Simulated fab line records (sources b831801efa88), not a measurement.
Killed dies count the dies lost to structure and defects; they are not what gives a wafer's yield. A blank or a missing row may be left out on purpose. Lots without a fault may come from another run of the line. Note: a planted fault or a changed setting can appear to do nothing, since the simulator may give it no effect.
Which tool did it? | flow sky130 | 10 lots with 29 wafers sampled at 5 steps, on a route of 708 steps

== WHAT THE GAUGES READ, wafer by wafer ==
SKY_VIA2_BOW_MEAS_03.
lot  | measured     | on           | VIA2_BOW (um)
L730 | day 37 23:32 | filmMetro-01 | 117 113 110
L732 | day 38 14:24 | filmMetro-03 | 115 127 120
L735 | day 39 10:52 | filmMetro-04 | 80 78 90
L736 | day 39 18:37 | filmMetro-04 | 82 82 73
L737 | day 39 20:05 | filmMetro-01 | 82 94 88
L739 | day 40 10:49 | filmMetro-03 | 78 88
L740 | day 41 06:36 | filmMetro-03 | 73 76 78
L741 | day 41 12:14 | filmMetro-01 | 80 77 83
L743 | day 41 16:52 | filmMetro-01 | 84 88 90
L745 | day 42 08:04 | filmMetro-03 | 76 81 91

== TOOL THAT RAN EACH LOT (tool first, then ch and the chambers of the sampled wafers, then the start) ==
lot  | SKY_VIA1_CMP_24               | SKY_METAL2_DESCUM_17             | SKY_METAL2_ETCH_18               | SKY_VIA2_CMP_02
L730 | cmp-01 ch 0,2,3, day 36 21:07 | rieMetal-01 ch 0,1, day 37 22:09 | rieMetal-01 ch 0,1, day 37 22:11 | cmp-01 ch 1,3, day 37 23:16
L732 | cmp-01 ch 0,1,3, day 37 11:04 | rieMetal-02 ch 0,1, day 38 13:06 | rieMetal-02 ch 0,1, day 38 13:08 | cmp-02 ch 0,1,2, day 38 14:06
L735 | cmp-02 ch 0,1,2, day 38 07:58 | rieMetal-01 ch 0,1, day 39 09:02 | rieMetal-01 ch 0,1, day 39 09:04 | cmp-02 ch 1,2,3, day 39 10:43
L736 | cmp-01 ch 0,3, day 38 15:27   | rieMetal-02 ch 0, day 39 17:03   | rieMetal-02 ch 0, day 39 17:08   | cmp-02 ch 0,1,2, day 39 18:17
L737 | cmp-01 ch 0,1,2, day 38 16:58 | rieMetal-01 ch 0,1, day 39 18:44 | rieMetal-01 ch 0,1, day 39 18:46 | cmp-01 ch 0,1,2, day 39 19:53
L739 | cmp-02 ch 0,2, day 39 08:08   | rieMetal-02 ch 0, day 40 09:02   | rieMetal-02 ch 0, day 40 09:08   | cmp-02 ch 0,2, day 40 10:34
L740 | cmp-02 ch 1,2,3, day 40 03:39 | rieMetal-03 ch 0,1, day 41 05:18 | rieMetal-03 ch 0,1, day 41 05:21 | cmp-02 ch 0,1, day 41 06:16
L741 | cmp-02 ch 2,3, day 40 10:10   | rieMetal-02 ch 0,1, day 41 10:57 | rieMetal-02 ch 0,1, day 41 10:59 | cmp-01 ch 1,3, day 41 11:55
L743 | cmp-01 ch 0,1,2, day 40 14:37 | rieMetal-03 ch 0, day 41 15:36   | rieMetal-03 ch 0, day 41 15:38   | cmp-02 ch 0,1,3, day 41 16:37
L745 | cmp-02 ch 0,2,3, day 41 06:53 | rieMetal-02 ch 1, day 42 06:45   | rieMetal-02 ch 1, day 42 06:47   | cmp-02 ch 0,2,3, day 42 07:48
- SKY_VIA1_CMP_24: polishes, stops on SiO2, t overpolish 15 s, target thk 0 nm.
- SKY_METAL2_DESCUM_17: chemistry O2, time 8 s.
- SKY_METAL2_ETCH_18: etches BARC in N2/H2, stops on SiO2, time 45.9 s, target depth 60 nm.
- SKY_VIA2_CMP_02: polishes SiO2.

== THE ANSWER, worked out from the rows above alone ==
Rule: usual is defined by the lots themselves. Put in order of their means at a reading, lots are off if they are a third of the lots or fewer, leave a main group of 4 or more, and stand apart from it by a gap of 3 or more times the standard deviation of the main group's means; of several such gaps the widest counts. A main group is skipped when, at the precision printed for the reading in the tables above, its means are all equal. Also off: a lot with no number at a reading for which 4 or more lots have one. All remaining lots with rows at the step are treated as sound.
Off: L730, L732, seen at SKY_VIA2_BOW_MEAS_03 (VIA2_BOW). Mean 82 um and standard deviation 3.9 in the main group.
If a tool, at a process step before that reading, ran all the lots that are off and no sound lot after the first of them, it fits. Those tools and the gauges at SKY_VIA2_BOW_MEAS_03 are tried in the same way. None of those tried fits.

== WHAT THE SIMULATOR HAD PUT IN ==
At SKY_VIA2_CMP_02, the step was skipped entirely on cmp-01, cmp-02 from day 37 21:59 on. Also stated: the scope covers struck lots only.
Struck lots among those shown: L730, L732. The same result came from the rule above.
